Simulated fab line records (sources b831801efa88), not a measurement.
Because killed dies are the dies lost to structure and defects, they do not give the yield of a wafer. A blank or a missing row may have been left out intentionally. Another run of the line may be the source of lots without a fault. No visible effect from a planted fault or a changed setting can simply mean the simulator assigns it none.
Struck lot and sound lot, side by side || flow sky130 || 15 out of 708 route steps
Sound: these wafers, L830.3, L830.4, L830.6. The struck wafers were L836.3, L836.5, L836.6. Last of all comes the cause.
Per side, at each step with rows, come the tool, then ch with its chambers, and then its first start. Under that, the readings that differ: sound wafers || struck wafers || difference of the means || sigmas: that difference in standard deviations of wafers without a fault.
alike: readings whose means differ by less than 2 such deviations, and words and numbers that are the same on both sides. not compared: withheld readings, readings that some wafer has no value for, bounds like >300 that may hide the same value, and numbers for which the record gives no deviation and whose values overlap.
The two part at a step that has a row with sigmas, a row that says differs or no value, or rows on one side only. Numbers that have no deviation but don't overlap get no sigmas and don't part them. Lack of a reading on every wafer of one side parts them only where that side has two or more wafers.

first, 1 step without rows for these wafers: SKY_LDD_HVP_IMPLANT_08.
SKY_LDD_HVP_STRIP_09: strips in O2/N2.
  sound on plasma_asher-03 ch 0,1, day 24 01:43; struck on plasma_asher-03 ch 0,1, day 26 07:05
  alike: drypump_motor_current_A, o2_flow_sccm, oes_product_au, strip_time_to_endpoint_s
  not compared: rf_hours_counter_h
SKY_LDD_HVP_TW_MEAS_10:
  struck on film_metro-01, day 26 07:10; sound on film_metro-04, day 24 01:47
  alike: LDD_HVP_TW
then, 7 steps without rows for these wafers: SKY_LDD_LDN_DEHYDRATE_00 (time 60 s); SKY_LDD_LDN_HMDS_01 (prime time 60 s); SKY_LDD_LDN_COAT_02 (resist thk 1140 nm); SKY_LDD_LDN_SOFTBAKE_03 (time 60 s); SKY_LDD_LDN_EXPOSE_04 (exposes mask LDNTM, target cd 700 nm); SKY_LDD_LDN_PEB_05; SKY_LDD_LDN_DEVELOP_06 (develop time 60 s).
SKY_LDD_LDN_OVL_MEAS_07:
  struck on overlay-01, day 27 11:43; sound on overlay-02, day 25 07:04
  alike: LDD_LDN_OVL
following that, these wafers have no rows for 1 step: SKY_LDD_LDN_IMPLANT_08.
SKY_LDD_LDN_IMPLANT_09:
  sound on implanter-03 ch 0, day 25 07:17; struck on implanter-02 ch 0, day 27 11:56
{"reading": "beam_energy_keV", "sound": "15.006 15.006 15.001", "struck": "15.297 15.302 15.293", "difference": "+0.293", "sigmas": "+68"}
{"reading": "model.implant.drp_nm (nm)", "sound": "5.933 5.933 5.933", "struck": "6.012 6.012 6.012", "difference": "+0.079", "sigmas": ""}
following that, these wafers have no rows for 1 step: SKY_LDD_LDN_IMPLANT_10.
-- the record jumps here: 22 days lie between the struck wafers' starts before and after (it left off in module LDD_LDN and takes up again in module PAD_OPEN, whose first step shown is number 708 of the route) --
SKY_PAD_OPEN_PROBE_99:
  struck on prober-01, day 49 03:16; sound on prober-02, day 47 16:26
{"reading": "killed_short", "sound": "47 51 34", "struck": "29 28 39", "difference": -12, "sigmas": -2}
  alike: killed_at_M0_to_M3, killed_at_M4_up, killed_at_contacts, killed_at_front_end, killed_at_other, killed_dies, killed_on_rim, killed_open

WHERE THEY PART
At SKY_LDD_LDN_IMPLANT_09 first; at SKY_PAD_OPEN_PROBE_99 last (within this record only).

WHY: the cause the simulator had injected
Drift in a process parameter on implanter-02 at SKY_LDD_LDN_IMPLANT_09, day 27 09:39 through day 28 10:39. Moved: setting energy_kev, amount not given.
